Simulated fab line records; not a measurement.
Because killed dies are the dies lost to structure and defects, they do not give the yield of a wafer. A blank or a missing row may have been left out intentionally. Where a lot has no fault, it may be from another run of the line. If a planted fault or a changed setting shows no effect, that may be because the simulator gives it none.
Matching of chambers || flow sky130 || SKY_PASSIVATION_CVD_00 on pecvd-02: 3 sister chambers
The step deposits SiO2, target thk 90 nm. 20 wafers are shown with their chamber, then 10 later ones without.

== EACH WAFER AND ITS CHAMBER ==
{"wafer": "L074.1", "chamber": 2, "heater power w (W)": 623}
{"wafer": "L074.4", "chamber": 2, "heater power w (W)": 641}
{"wafer": "L074.5", "chamber": 0, "heater power w (W)": 656}
{"wafer": "L076.3", "chamber": 1, "heater power w (W)": 737}
{"wafer": "L076.4", "chamber": 2, "heater power w (W)": 653}
{"wafer": "L076.6", "chamber": 0, "heater power w (W)": 574}
{"wafer": "L078.2", "chamber": 2, "heater power w (W)": 649}
{"wafer": "L078.4", "chamber": 0, "heater power w (W)": 609}
{"wafer": "L078.6", "chamber": 1, "heater power w (W)": 701}
{"wafer": "L080.1", "chamber": 0, "heater power w (W)": 620}
{"wafer": "L080.2", "chamber": 1, "heater power w (W)": 736}
{"wafer": "L080.3", "chamber": 0, "heater power w (W)": 632}
{"wafer": "L082.1", "chamber": 1, "heater power w (W)": 673}
{"wafer": "L082.4", "chamber": 0, "heater power w (W)": 759}
{"wafer": "L082.6", "chamber": 1, "heater power w (W)": 685}
{"wafer": "L086.2", "chamber": 0, "heater power w (W)": 645}
{"wafer": "L086.3", "chamber": 2, "heater power w (W)": 645}
{"wafer": "L086.6", "chamber": 0, "heater power w (W)": 654}
{"wafer": "L088.1", "chamber": 2, "heater power w (W)": 638}
{"wafer": "L088.3", "chamber": 0, "heater power w (W)": 662}

SIGNATURES, as means of the wafers listed above
{"reading": "heater power w", "chamber 0": 645.67, "chamber 1": 706.40, "chamber 2": 641.50, "scatter within a chamber": 38}
Rule: a wafer's distance from a chamber is the root of the sum, over the readings, of the square of ((its reading less the chamber's mean) divided by the reading's scatter). The wafer belongs to the nearest chamber; if the next one is less than 2 further off, it can't be placed. How the scatter is found: for the shown wafers, subtract from each reading the mean of its chamber, square and add these, divide the total by (wafers less chambers), then take the root.

== WAFERS WITH NO CHAMBER GIVEN ==
{"wafer": "L088.4", "heater power w (W)": 690}
{"wafer": "L093.2", "heater power w (W)": 730}
{"wafer": "L093.3", "heater power w (W)": 555}
{"wafer": "L093.5", "heater power w (W)": 567}
{"wafer": "L094.1", "heater power w (W)": 591}
{"wafer": "L094.2", "heater power w (W)": 733}
{"wafer": "L094.4", "heater power w (W)": 587}
{"wafer": "L096.2", "heater power w (W)": 644}
{"wafer": "L096.4", "heater power w (W)": 650}
{"wafer": "L096.6", "heater power w (W)": 723}

== WHICH CHAMBER EACH ONE RAN IN ==
{"wafer": "L088.4", "from the rows above": "can't be placed: 1 or 0 or 2", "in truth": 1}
{"wafer": "L093.2", "from the rows above": "can't be placed: 1 or 0 or 2", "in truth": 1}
{"wafer": "L093.3", "from the rows above": "can't be placed: 2 or 0 or 1", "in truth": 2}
{"wafer": "L093.5", "from the rows above": "can't be placed: 2 or 0 or 1", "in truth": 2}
{"wafer": "L094.1", "from the rows above": "can't be placed: 2 or 0 or 1", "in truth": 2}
{"wafer": "L094.2", "from the rows above": "can't be placed: 1 or 0 or 2", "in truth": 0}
{"wafer": "L094.4", "from the rows above": "can't be placed: 2 or 0 or 1", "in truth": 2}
{"wafer": "L096.2", "from the rows above": "can't be placed: 0 or 2 or 1", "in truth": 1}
{"wafer": "L096.4", "from the rows above": "can't be placed: 0 or 2 or 1", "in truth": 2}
{"wafer": "L096.6", "from the rows above": "can't be placed: 1 or 0 or 2", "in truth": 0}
Correct placement for 0 of the 10. Not placeable from these rows: 10 (in 10, the candidates include the true chamber). Placed wrongly: 0.
